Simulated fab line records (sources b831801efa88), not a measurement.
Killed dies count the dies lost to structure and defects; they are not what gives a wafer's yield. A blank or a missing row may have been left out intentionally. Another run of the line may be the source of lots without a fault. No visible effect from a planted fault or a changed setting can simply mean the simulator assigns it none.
fab line records ; flow gf180mcu ; part 1 of 2: steps 1 to 28 of 40
record lots=5; wafers=15; last-day=34
route steps=602 shown DUAL_GATE@152 POLY_GATE@157 HV_LDD@176
lots untouched by any fault: they come from a run of this same line in which no faults occurred
start-h: hours from the record's first day to the start of the lot's first wafer shown ; wait-h: hours since the lot's step before ; " the same as in the row above ; L1.1+2: several wafers, shown together as one row ; - no value, or no start was given ; * or withheld: withheld ; < > ~ a bound
route shown NAME@n: names a module that has steps shown in the file, with the first one's number in the route ; usual: mean/standard deviation of fault-free wafers ; same: alike in all rows ; chamber/n: place in a boat ; sites: per-site readings ; _std_site: standard deviation of those values ; _edge_site: mean of outer sites minus mean of inner sites ; radius-mm: how far each site lies from the wafer's centre ; mask NAME#n: copy n ; behind: the tool/chamber that last shaped the wafer ; hold: the reason the lot was held/the length of the hold in hours/how it ended ; device: transistor that didn't switch, given as n, p or np ; end of line: tests run on the same wafers once the route is complete ; a step with no rows: only its recipe ; killed: dies that structure and defects cost at the first sort, which is not the same as the wafer's yield ; map: a wafer's dies, marking killed ones x, the rest . and places with no die _
set.NAME: the setting that was run; set.NAME@STEP: the one run at that earlier step ; model.NAME: the simulator's own value behind a step, which no gauge read
a table for each step, a row for each wafer; lots at some steps of the route
services: when a tool's chamber went out of use (start-h, in hours from the record's first day, below 0 if earlier), for how many hours, and the reason
## steps
# step GF_DUAL_GATE_OVL_MEAS_11
# usual DUAL_GATE_OVL=0.5/1.5
lot.wafer;tool;chamber;start-h;wait-h;DUAL_GATE_OVL[nm]
L075.1;overlay-02;-;183.42;0.1;-0.6
L075.3;overlay-02;-;183.42;0.1;-1.6
L075.6;overlay-02;-;183.42;0.1;0.4
L082.3;overlay-02;-;230.06;0.1;1.4
L082.4;overlay-02;-;230.06;0.1;1.8
L082.5;overlay-02;-;230.06;0.1;-0.8
L085.3;overlay-01;-;255.41;0.1;1.2
L085.5;overlay-01;-;255.41;0.1;0.7
L085.6;overlay-01;-;255.41;0.1;1.6
L090.1;overlay-01;-;296.85;0.1;-1.0
L090.3;overlay-01;-;296.85;0.1;-2.3
L090.5;overlay-01;-;296.85;0.1;-1.6
L096.1;overlay-02;-;330.60;0.1;2.1
L096.4;overlay-02;-;330.60;0.1;1.1
L096.6;overlay-02;-;330.60;0.1;2.6
# step GF_DUAL_GATE_WET_ETCH_12
# recipe chemistry=dHF; target-depth-nm=13; dry=n2-spin; target=SiO2; temp-c=25; dilution=100:1; time-s=260
# usual temp-c=25.00/0.1
lot.wafer;tool;chamber;start-h;wait-h;temp-c
L075.1;wet-bench-03;0;183.46;0.0;24.81
L075.3;wet-bench-03;0;183.46;0.0;24.89
L075.6;wet-bench-03;0;183.46;0.0;24.95
L082.3;wet-bench-02;3;230.09;0.0;25.01
L082.4;wet-bench-02;3;230.09;0.0;25.10
L082.5;wet-bench-02;3;230.09;0.0;25.07
L085.3;wet-bench-01;2;255.44;0.0;24.94
L085.5;wet-bench-01;2;255.44;0.0;25.05
L085.6;wet-bench-01;2;255.44;0.0;24.92
L090.1;wet-bench-03;2;296.89;0.0;24.97
L090.3;wet-bench-03;2;296.89;0.0;24.90
L090.5;wet-bench-03;2;296.89;0.0;24.88
L096.1;wet-bench-03;3;330.63;0.0;24.85
L096.4;wet-bench-03;3;330.63;0.0;24.79
L096.6;wet-bench-03;3;330.63;0.0;24.86
# step GF_DUAL_GATE_STRIP_13
# recipe chemistry=O2/N2; power-w=1400; pressure-mtorr=1500; platen-temp-c=250; o2-flow-sccm=3000; n2-flow-sccm=300; overash-fraction=0.5
# usual drypump-motor-current-A=6.00/0.25; heater-power-w=352/28; n2-flow-sccm=300.0/1; oes-product-au=0.715/0.0044; strip-time-to-endpoint-s=12.64/0.033
lot.wafer;tool;chamber;start-h;wait-h;drypump-motor-current-A;heater-power-w;n2-flow-sccm;oes-product-au;rf-hours-counter-h;strip-time-to-endpoint-s
L075.1;plasma-asher-03;1;183.55;0.0;6.24;349;300.2;0.719;33;12.61
L075.3;plasma-asher-03;0;183.55;0.0;5.70;352;300.2;0.711;-;12.62
L075.6;plasma-asher-03;1;183.55;0.0;6.27;348;301.0;0.712;-;12.67
L082.3;plasma-asher-03;0;230.20;0.0;5.72;366;299.7;0.714;-;12.64
L082.4;plasma-asher-03;1;230.20;0.0;6.26;355;300.8;0.720;-;12.74
L082.5;plasma-asher-03;1;230.20;0.0;6.26;345;300.9;0.720;-;12.68
L085.3;plasma-asher-02;0;255.55;0.0;6.13;300;301.4;0.719;-;12.67
L085.5;plasma-asher-02;0;255.55;0.0;6.13;305;301.6;0.721;-;12.65
L085.6;plasma-asher-02;1;255.55;0.0;5.63;374;297.8;0.716;-;12.65
L090.1;plasma-asher-02;0;296.97;0.0;6.15;297;299.3;0.714;69;12.64
L090.3;plasma-asher-02;0;296.97;0.0;6.15;300;300.6;0.713;-;12.59
L090.5;plasma-asher-02;1;296.97;0.0;5.65;376;299.6;0.708;-;12.60
L096.1;plasma-asher-02;1;330.71;0.0;5.63;383;300.2;0.722;72;12.66
L096.4;plasma-asher-02;1;330.71;0.0;5.63;371;299.4;0.717;-;12.64
L096.6;plasma-asher-02;1;330.71;0.0;5.63;375;300.2;0.710;-;12.60
# step GF_DUAL_GATE_CLEAN_14
# recipe chemistry=SC1/SC2; mix=1:4:20; temp-c=70; time-s=150; dry=n2-spin
# usual temp-c=69.98/0.11
lot.wafer;tool;chamber;start-h;wait-h;temp-c
L075.1;wet-bench-01;1;183.65;0.1;70.03
L075.3;wet-bench-01;1;183.65;0.1;69.98
L075.6;wet-bench-01;1;183.65;0.1;69.93
L082.3;wet-bench-02;0;230.27;0.0;70.20
L082.4;wet-bench-02;0;230.27;0.0;69.98
L082.5;wet-bench-02;0;230.27;0.0;69.79
L085.3;wet-bench-01;3;255.62;0.0;70.09
L085.5;wet-bench-01;3;255.62;0.0;70.20
L085.6;wet-bench-01;3;255.62;0.0;69.80
L090.1;wet-bench-03;3;297.07;0.1;70.14
L090.3;wet-bench-03;3;297.07;0.1;69.98
L090.5;wet-bench-03;3;297.07;0.1;70.18
L096.1;wet-bench-03;1;330.81;0.1;69.96
L096.4;wet-bench-03;1;330.81;0.1;70.10
L096.6;wet-bench-03;1;330.81;0.1;70.12
# step GF_DUAL_GATE_OXIDATION_15
# recipe temp-c=850; ambient=O2; stabilise-s=600; purge-s=300; target-thk-a=70.98; ox-time-s=1995
lot.wafer;tool;chamber;start-h;wait-h
L075.1+3+6;furnace-02;0;183.70;0.0
L082.3+4+5;furnace-01;0;231.51;1.2
L085.3+5+6;furnace-02;0;256.42;0.8
L090.1+3+5;furnace-01;0;297.12;0.0
L096.1+4+6;furnace-01;0;332.53;1.7
# step GF_POLY_GATE_CVD_00
# recipe material=poly-Si; target-thk-nm=200; temp-c=620; time-s=1200; pressure-mtorr=200
lot.wafer;tool;chamber;start-h;wait-h
L075.1+3+6;lpcvd-01;1;185.25;0.0
L082.3+4+5;lpcvd-02;1;233.27;0.2
L085.3+5+6;lpcvd-01;0;258.62;0.6
L090.1+3+5;lpcvd-02;1;298.67;0.0
L096.1+4+6;lpcvd-01;1;334.08;0.0
# step GF_POLY_GATE_THK_MEAS_01
# recipe reads=poly-Si_of_POLY_GATE_CVD_00
# usual POLY_GATE_CVD_00_THK=199.9/2
lot.wafer;tool;chamber;start-h;wait-h;POLY_GATE_CVD_00_THK[nm]
L075.1;film-metro-02;-;186.59;0.0;200.6
L075.3;film-metro-02;-;186.59;0.0;199.8
L075.6;film-metro-02;-;186.59;0.0;199.6
L082.3;film-metro-04;-;234.63;0.0;197.9
L082.4;film-metro-04;-;234.63;0.0;200.7
L082.5;film-metro-04;-;234.63;0.0;197.4
L085.3;film-metro-03;-;259.97;0.0;199.8
L085.5;film-metro-03;-;259.97;0.0;200.0
L085.6;film-metro-03;-;259.97;0.0;199.3
L090.1;film-metro-03;-;300.67;0.0;197.2
L090.3;film-metro-03;-;300.67;0.0;197.0
L090.5;film-metro-03;-;300.67;0.0;200.5
L096.1;film-metro-02;-;336.08;0.0;200.6
L096.4;film-metro-02;-;336.08;0.0;198.6
L096.6;film-metro-02;-;336.08;0.0;201.7
# step GF_POLY_GATE_DEHYDRATE_02
# recipe temp-c=200; time-s=60
lot.wafer;tool;chamber;start-h;wait-h
L075.1+3+6;litho-track-01;0;194.60;8.0
L082.3+4+5;litho-track-04;0;242.82;8.2
L085.3+5+6;litho-track-04;0;268.37;8.4
L090.1+3+5;litho-track-01;0;309.80;9.1
L096.1+4+6;litho-track-04;0;346.07;10.0
# step GF_POLY_GATE_HMDS_03
# recipe prime-time-s=60; prime-temp-c=120
# usual prime-temp-c=120.02/0.16
lot.wafer;tool;chamber;start-h;wait-h;prime-temp-c
L075.1;litho-track-01;0;194.75;0.1;120.18
L075.3;litho-track-01;0;194.75;0.1;120.16
L075.6;litho-track-01;0;194.75;0.1;120.08
L082.3;litho-track-04;0;242.97;0.1;119.77
L082.4;litho-track-04;0;242.97;0.1;119.84
L082.5;litho-track-04;0;242.97;0.1;119.95
L085.3;litho-track-04;0;268.52;0.1;120.03
L085.5;litho-track-04;0;268.52;0.1;120.10
L085.6;litho-track-04;0;268.52;0.1;120.27
L090.1;litho-track-01;0;309.95;0.1;120.05
L090.3;litho-track-01;0;309.95;0.1;120.19
L090.5;litho-track-01;0;309.95;0.1;119.96
L096.1;litho-track-04;0;346.22;0.1;120.26
L096.4;litho-track-04;0;346.22;0.1;119.99
L096.6;litho-track-04;0;346.22;0.1;120.04
# step GF_POLY_GATE_COAT_04
# recipe resist=BARC; temp-c=withheld; time-s=withheld; spin-rpm=withheld; resist-thk-nm=withheld
# usual dispense-pressure-kPa=51/5.2
lot.wafer;tool;chamber;start-h;wait-h;dispense-pressure-kPa
L075.1;litho-track-01;0;194.90;0.1;59
L075.3;litho-track-01;0;194.90;0.1;59
L075.6;litho-track-01;0;194.90;0.1;59
L082.3;litho-track-04;0;243.12;0.1;50
L082.4;litho-track-04;0;243.12;0.1;50
L082.5;litho-track-04;0;243.12;0.1;50
L085.3;litho-track-04;0;268.67;0.1;50
L085.5;litho-track-04;0;268.67;0.1;50
L085.6;litho-track-04;0;268.67;0.1;50
L090.1;litho-track-01;0;310.10;0.1;59
L090.3;litho-track-01;0;310.10;0.1;59
L090.5;litho-track-01;0;310.10;0.1;59
L096.1;litho-track-04;0;346.37;0.1;50
L096.4;litho-track-04;0;346.37;0.1;50
L096.6;litho-track-04;0;346.37;0.1;50
# step GF_POLY_GATE_COAT_05
# recipe resist=KrF; spin-rpm=withheld; resist-thk-nm=700
# usual dispense-pressure-kPa=51/5.2
lot.wafer;tool;chamber;start-h;wait-h;dispense-pressure-kPa
L075.1;litho-track-01;0;-;-;59
L075.3;litho-track-01;0;-;-;59
L075.6;litho-track-01;0;-;-;59
L082.3;litho-track-04;0;-;-;50
L082.4;litho-track-04;0;-;-;50
L082.5;litho-track-04;0;-;-;50
L085.3;litho-track-04;0;-;-;50
L085.5;litho-track-04;0;-;-;50
L085.6;litho-track-04;0;-;-;50
L090.1;litho-track-01;0;-;-;59
L090.3;litho-track-01;0;-;-;59
L090.5;litho-track-01;0;-;-;59
L096.1;litho-track-04;0;-;-;50
L096.4;litho-track-04;0;-;-;50
L096.6;litho-track-04;0;-;-;50
# step GF_POLY_GATE_SOFTBAKE_06
# recipe temp-c=130; time-s=60; resist=KrF
lot.wafer;tool;chamber;start-h;wait-h
L075.1+3+6;litho-track-01;0;-;-
L082.3+4+5;litho-track-04;0;-;-
L085.3+5+6;litho-track-04;0;-;-
L090.1+3+5;litho-track-01;0;-;-
L096.1+4+6;litho-track-04;0;-;-
# step GF_POLY_GATE_EXPOSE_07
# recipe mask-id=Poly2; target-cd-nm=280; na=0.68; source-shape=conventional; sigma-outer=0.6; dose-mj=28
lot.wafer;tool;chamber;start-h;wait-h;mask
L075.1+3+6;krf-scanner-01;0;-;-;Poly2#0
L082.3+4+5;krf-scanner-02;0;-;-;Poly2#0
L085.3+5+6;krf-scanner-02;0;-;-;Poly2#0
L090.1+3+5;krf-scanner-01;0;-;-;Poly2#0
L096.1+4+6;krf-scanner-02;0;-;-;Poly2#0
# step GF_POLY_GATE_PEB_08
# recipe peb-temp-c=135; peb-time-s=90; resist=KrF
lot.wafer;tool;chamber;start-h;wait-h
L075.1+3+6;litho-track-03;0;-;-
L082.3+4+5;litho-track-04;0;-;-
L085.3+5+6;litho-track-04;0;-;-
L090.1+3+5;litho-track-01;0;-;-
L096.1+4+6;litho-track-03;0;-;-
# step GF_POLY_GATE_DEVELOP_09
# recipe develop-time-s=60; resist=KrF; dev-temp-c=21
lot.wafer;tool;chamber;start-h;wait-h
L075.1+3+6;litho-track-03;0;203.37;0.2
L082.3+4+5;litho-track-04;0;252.62;0.1
L085.3+5+6;litho-track-04;0;278.02;0.1
L090.1+3+5;litho-track-01;0;321.00;0.2
L096.1+4+6;litho-track-03;0;357.57;0.2
# step GF_POLY_GATE_CD_MEAS_10
# recipe target-cd-nm=280
# usual cd-nm=280.0/1
lot.wafer;tool;chamber;start-h;wait-h;cd-nm
L075.1;cd-sem-02;-;203.52;0.1;279.7
L075.3;cd-sem-02;-;203.52;0.1;278.6
L075.6;cd-sem-02;-;203.52;0.1;280.0
L082.3;cd-sem-01;-;252.76;0.1;278.9
L082.4;cd-sem-01;-;252.76;0.1;279.2
L082.5;cd-sem-01;-;252.76;0.1;281.3
L085.3;cd-sem-02;-;278.16;0.1;280.0
L085.5;cd-sem-02;-;278.16;0.1;280.2
L085.6;cd-sem-02;-;278.16;0.1;281.2
L090.1;cd-sem-02;-;321.15;0.1;278.9
L090.3;cd-sem-02;-;321.15;0.1;279.3
L090.5;cd-sem-02;-;321.15;0.1;279.5
L096.1;cd-sem-02;-;357.72;0.1;280.2
L096.4;cd-sem-02;-;357.72;0.1;280.5
L096.6;cd-sem-02;-;357.72;0.1;280.0
# step GF_POLY_GATE_OVL_MEAS_11
# usual POLY_GATE_OVL=1/4.8
lot.wafer;tool;chamber;start-h;wait-h;POLY_GATE_OVL[nm]
L075.1;overlay-02;-;203.64;0.1;1
L075.3;overlay-02;-;203.64;0.1;3
L075.6;overlay-02;-;203.64;0.1;0
L082.3;overlay-01;-;252.85;0.1;13
L082.4;overlay-01;-;252.85;0.1;7
L082.5;overlay-01;-;252.85;0.1;5
L085.3;overlay-02;-;278.25;0.1;8
L085.5;overlay-02;-;278.25;0.1;9
L085.6;overlay-02;-;278.25;0.1;5
L090.1;overlay-01;-;321.27;0.1;0
L090.3;overlay-01;-;321.27;0.1;5
L090.5;overlay-01;-;321.27;0.1;0
L096.1;overlay-01;-;357.84;0.1;3
L096.4;overlay-01;-;357.84;0.1;-6
L096.6;overlay-01;-;357.84;0.1;2
# step GF_POLY_GATE_ETCH_12
# recipe chemistry=N2/H2; target-depth-a=withheld; overetch-a=withheld; time-s=withheld; target=BARC; ion-energy-ev=200; source-w=500; bias-w=100; pressure-mtorr=30; n2-flow-sccm=100; h2-flow-sccm=200
# usual drypump-motor-current-A=5.6/0.56; n2-flow-sccm=100.00/0.28; oes-product-au=0.736/0.0047; throttle-valve-pct=13.215/0.009
lot.wafer;tool;chamber;start-h;wait-h;drypump-motor-current-A;n2-flow-sccm;oes-product-au;throttle-valve-pct
L075.1;rie-diel-02;1;203.68;0.0;5.1;99.83;0.726;13.214
L075.3;rie-diel-02;0;203.68;0.0;6.3;99.88;0.731;13.220
L075.6;rie-diel-02;0;203.68;0.0;6.3;100.43;0.733;13.208
L082.3;rie-diel-03;1;252.88;0.0;5.4;99.88;0.744;13.229
L082.4;rie-diel-03;3;252.88;0.0;5.6;100.25;0.730;13.225
L082.5;rie-diel-03;3;252.88;0.0;5.6;100.30;0.738;13.201
L085.3;rie-diel-02;0;278.28;0.0;6.3;100.05;0.746;13.212
L085.5;rie-diel-02;2;278.28;0.0;5.0;100.06;0.734;13.219
L085.6;rie-diel-02;1;278.28;0.0;5.1;99.93;0.738;13.210
L090.1;rie-diel-04;0;321.31;0.0;5.0;99.95;0.736;13.206
L090.3;rie-diel-04;1;321.31;0.0;6.6;99.91;0.731;13.209
L090.5;rie-diel-04;2;321.31;0.0;6.1;99.79;0.737;13.232
L096.1;rie-diel-03;0;357.87;0.0;5.2;99.53;0.726;13.204
L096.4;rie-diel-03;1;357.87;0.0;5.4;100.09;0.736;13.223
L096.6;rie-diel-03;1;357.87;0.0;5.4;99.87;0.738;13.223
# step GF_POLY_GATE_ETCH_13
# recipe target=poly-Si; target-depth-nm=198.5; stop-on=SiO2; over-etch-frac=0.403; chemistry=HBr/Cl2; icp-w=400; bias-w=100; pressure-mtorr=10; HBr_flow_sccm=150; Cl2_flow_sccm=50; time-s=69.6
# usual drypump-motor-current-A=5.6/0.42; oes-product-au=0.991/0.0094; throttle-valve-pct=33.685/0.009
lot.wafer;tool;chamber;start-h;wait-h;drypump-motor-current-A;oes-product-au;rf-hours-counter-h;throttle-valve-pct
L075.1;rie-si-01;2;203.73;-;5.2;0.995;3;33.684
L075.3;rie-si-01;1;203.73;-;5.8;0.993;1;33.698
L075.6;rie-si-01;0;203.73;-;5.2;0.993;-;33.684
L082.3;rie-si-02;3;252.93;-;5.7;0.982;5;33.697
L082.4;rie-si-02;2;252.93;-;5.4;0.991;-;33.691
L082.5;rie-si-02;1;252.93;-;5.1;0.987;-;33.687
L085.3;rie-si-02;2;278.33;-;5.5;0.986;76;33.694
L085.5;rie-si-02;2;278.33;-;5.5;0.978;-;33.682
L085.6;rie-si-02;3;278.33;-;5.7;0.988;-;33.685
L090.1;rie-si-01;0;321.36;-;5.2;0.980;1;33.681
L090.3;rie-si-01;1;321.36;-;5.8;0.986;2;33.689
L090.5;rie-si-01;3;321.36;-;6.2;0.986;-;33.676
L096.1;rie-si-02;2;357.92;-;5.5;0.980;77;33.686
L096.4;rie-si-02;1;357.92;-;5.1;0.983;31;33.702
L096.6;rie-si-02;1;357.92;-;5.1;0.993;-;33.699
# step GF_POLY_GATE_STRIP_14
# recipe chemistry=O2/N2; power-w=1400; pressure-mtorr=1500; platen-temp-c=250; o2-flow-sccm=3000; n2-flow-sccm=300; overash-fraction=0.5
# usual drypump-motor-current-A=5.90/0.27; heater-power-w=354/29; n2-flow-sccm=300.1/0.89; oes-product-au=0.506/0.0047
lot.wafer;tool;chamber;start-h;wait-h;drypump-motor-current-A;heater-power-w;n2-flow-sccm;oes-product-au;rf-hours-counter-h
L075.1;plasma-asher-03;1;203.78;0.0;6.24;354;301.2;0.510;35
L075.3;plasma-asher-03;0;203.78;0.0;5.72;357;298.0;0.510;-
L075.6;plasma-asher-03;0;203.78;0.0;5.71;356;299.4;0.503;-
L082.3;plasma-asher-02;1;253.02;0.1;5.64;379;299.9;0.517;-
L082.4;plasma-asher-02;0;253.02;0.1;6.14;308;299.7;0.509;-
L082.5;plasma-asher-02;0;253.02;0.1;6.14;299;299.5;0.505;-
L085.3;plasma-asher-04;1;278.42;0.1;5.59;365;298.9;0.507;-
L085.5;plasma-asher-04;1;278.42;0.1;5.59;358;300.6;0.507;-
L085.6;plasma-asher-04;0;278.42;0.1;6.11;376;301.1;0.508;-
L090.1;plasma-asher-03;0;321.41;0.0;5.70;351;299.8;0.508;47
L090.3;plasma-asher-03;1;321.41;0.0;6.21;352;299.5;0.511;-
L090.5;plasma-asher-03;1;321.41;0.0;6.25;347;299.4;0.498;-
L096.1;plasma-asher-02;1;357.98;0.0;5.63;375;299.3;0.508;75
L096.4;plasma-asher-02;1;357.98;0.0;5.64;380;300.2;0.510;-
L096.6;plasma-asher-02;1;357.98;0.0;5.62;376;300.3;0.512;-
# step GF_POLY_GATE_CLEAN_15
# recipe chemistry=SC1/SC2; mix=1:4:20; temp-c=70; time-s=150; dry=n2-spin
# usual temp-c=70.02/0.12
lot.wafer;tool;chamber;start-h;wait-h;temp-c
L075.1;wet-bench-01;0;203.88;0.1;69.84
L075.3;wet-bench-01;0;203.88;0.1;70.10
L075.6;wet-bench-01;0;203.88;0.1;70.12
L082.3;wet-bench-03;3;253.08;0.0;70.25
L082.4;wet-bench-03;3;253.08;0.0;70.01
L082.5;wet-bench-03;3;253.08;0.0;70.13
L085.3;wet-bench-01;1;278.48;0.0;70.15
L085.5;wet-bench-01;1;278.48;0.0;70.01
L085.6;wet-bench-01;1;278.48;0.0;70.12
L090.1;wet-bench-04;3;321.51;0.1;70.02
L090.3;wet-bench-04;3;321.51;0.1;70.12
L090.5;wet-bench-04;3;321.51;0.1;70.07
L096.1;wet-bench-03;1;358.08;0.1;69.94
L096.4;wet-bench-03;1;358.08;0.1;70.11
L096.6;wet-bench-03;1;358.08;0.1;70.13
# step GF_POLY_GATE_OXIDATION_16
# recipe temp-c=850; ambient=O2; stabilise-s=600; purge-s=300; target-thk-a=40; ox-time-s=899
lot.wafer;tool;chamber;start-h;wait-h
L075.1+3+6;furnace-01;0;204.76;0.8
L082.3+4+5;furnace-01;0;253.93;0.8
L085.3+5+6;furnace-01;0;281.98;3.4
L090.1+3+5;furnace-01;0;321.61;0.0
L096.1+4+6;furnace-01;0;360.00;1.9
# step GF_POLY_GATE_THK_MEAS_17
# recipe reads=SiO2_of_POLY_GATE_OXIDATION_16
# usual POLY_GATE_OXIDATION_THK=3.97/0.084
lot.wafer;tool;chamber;start-h;wait-h;POLY_GATE_OXIDATION_THK[nm]
L075.1;film-metro-04;-;206.01;0.0;4.14
L075.3;film-metro-04;-;206.01;0.0;4.15
L075.6;film-metro-04;-;206.01;0.0;4.17
L082.3;film-metro-04;-;255.20;0.0;3.97
L082.4;film-metro-04;-;255.20;0.0;4.02
L082.5;film-metro-04;-;255.20;0.0;3.97
L085.3;film-metro-04;-;283.25;0.0;4.01
L085.5;film-metro-04;-;283.25;0.0;4.05
L085.6;film-metro-04;-;283.25;0.0;4.07
L090.1;film-metro-03;-;322.86;0.0;4.15
L090.3;film-metro-03;-;322.86;0.0;4.06
L090.5;film-metro-03;-;322.86;0.0;3.96
L096.1;film-metro-03;-;361.25;0.0;3.89
L096.4;film-metro-03;-;361.25;0.0;3.99
L096.6;film-metro-03;-;361.25;0.0;4.02
# step GF_POLY_GATE_CD_MEAS_18
# usual cd-nm=280.4/1.8
lot.wafer;tool;chamber;start-h;wait-h;cd-nm
L075.1;cd-sem-01;-;206.07;0.1;279.7
L075.3;cd-sem-01;-;206.07;0.1;281.9
L075.6;cd-sem-01;-;206.07;0.1;280.2
L082.3;cd-sem-02;-;255.30;0.1;279.7
L082.4;cd-sem-02;-;255.30;0.1;279.4
L082.5;cd-sem-02;-;255.30;0.1;280.8
L085.3;cd-sem-02;-;283.35;0.1;282.4
L085.5;cd-sem-02;-;283.35;0.1;280.2
L085.6;cd-sem-02;-;283.35;0.1;282.1
L090.1;cd-sem-01;-;322.92;0.1;278.0
L090.3;cd-sem-01;-;322.92;0.1;281.1
L090.5;cd-sem-01;-;322.92;0.1;280.8
L096.1;cd-sem-01;-;361.31;0.1;279.0
L096.4;cd-sem-01;-;361.31;0.1;281.4
L096.6;cd-sem-01;-;361.31;0.1;281.1
# step GF_HV_LDD_DEHYDRATE_00
# recipe temp-c=200; time-s=60
lot.wafer;tool;chamber;start-h;wait-h
L075.1+3+6;litho-track-04;0;214.72;8.6
L082.3+4+5;litho-track-03;0;264.52;9.2
L085.3+5+6;litho-track-04;0;292.62;9.2
L090.1+3+5;litho-track-03;0;332.92;10.0
L096.1+4+6;litho-track-03;0;371.77;10.4
# step GF_HV_LDD_HMDS_01
# recipe prime-time-s=60; prime-temp-c=120
# usual prime-temp-c=120.06/0.12
lot.wafer;tool;chamber;start-h;wait-h;prime-temp-c
L075.1;litho-track-04;0;214.87;0.1;120.09
L075.3;litho-track-04;0;214.87;0.1;119.94
L075.6;litho-track-04;0;214.87;0.1;120.16
L082.3;litho-track-03;0;264.67;0.1;120.05
L082.4;litho-track-03;0;264.67;0.1;120.14
L082.5;litho-track-03;0;264.67;0.1;119.92
L085.3;litho-track-04;0;292.77;0.1;119.77
L085.5;litho-track-04;0;292.77;0.1;119.85
L085.6;litho-track-04;0;292.77;0.1;120.00
L090.1;litho-track-03;0;333.07;0.1;120.03
L090.3;litho-track-03;0;333.07;0.1;119.98
L090.5;litho-track-03;0;333.07;0.1;120.26
L096.1;litho-track-03;0;371.92;0.1;120.18
L096.4;litho-track-03;0;371.92;0.1;120.12
L096.6;litho-track-03;0;371.92;0.1;120.02
# step GF_HV_LDD_COAT_02
# recipe resist=NOVOLAK; spin-rpm=3000; resist-thk-nm=1000
# usual dispense-pressure-kPa=46.6/2.1
lot.wafer;tool;chamber;start-h;wait-h;dispense-pressure-kPa
L075.1;litho-track-04;0;215.02;0.1;50.1
L075.3;litho-track-04;0;215.02;0.1;50.1
L075.6;litho-track-04;0;215.02;0.1;50.1
L082.3;litho-track-03;0;264.82;0.1;45.1
L082.4;litho-track-03;0;264.82;0.1;45.1
L082.5;litho-track-03;0;264.82;0.1;45.1
L085.3;litho-track-04;0;292.92;0.1;50.1
L085.5;litho-track-04;0;292.92;0.1;50.1
L085.6;litho-track-04;0;292.92;0.1;50.2
L090.1;litho-track-03;0;333.22;0.1;45.1
L090.3;litho-track-03;0;333.22;0.1;45.0
L090.5;litho-track-03;0;333.22;0.1;45.1
L096.1;litho-track-03;0;372.07;0.1;45.1
L096.4;litho-track-03;0;372.07;0.1;45.1
L096.6;litho-track-03;0;372.07;0.1;45.1
# step GF_HV_LDD_SOFTBAKE_03
# recipe temp-c=90; time-s=60; resist=NOVOLAK
lot.wafer;tool;chamber;start-h;wait-h
L075.1+3+6;litho-track-04;0;215.17;0.1
L082.3+4+5;litho-track-03;0;264.97;0.1
L085.3+5+6;litho-track-04;0;293.07;0.1
L090.1+3+5;litho-track-03;0;333.37;0.1
L096.1+4+6;litho-track-03;0;372.22;0.1
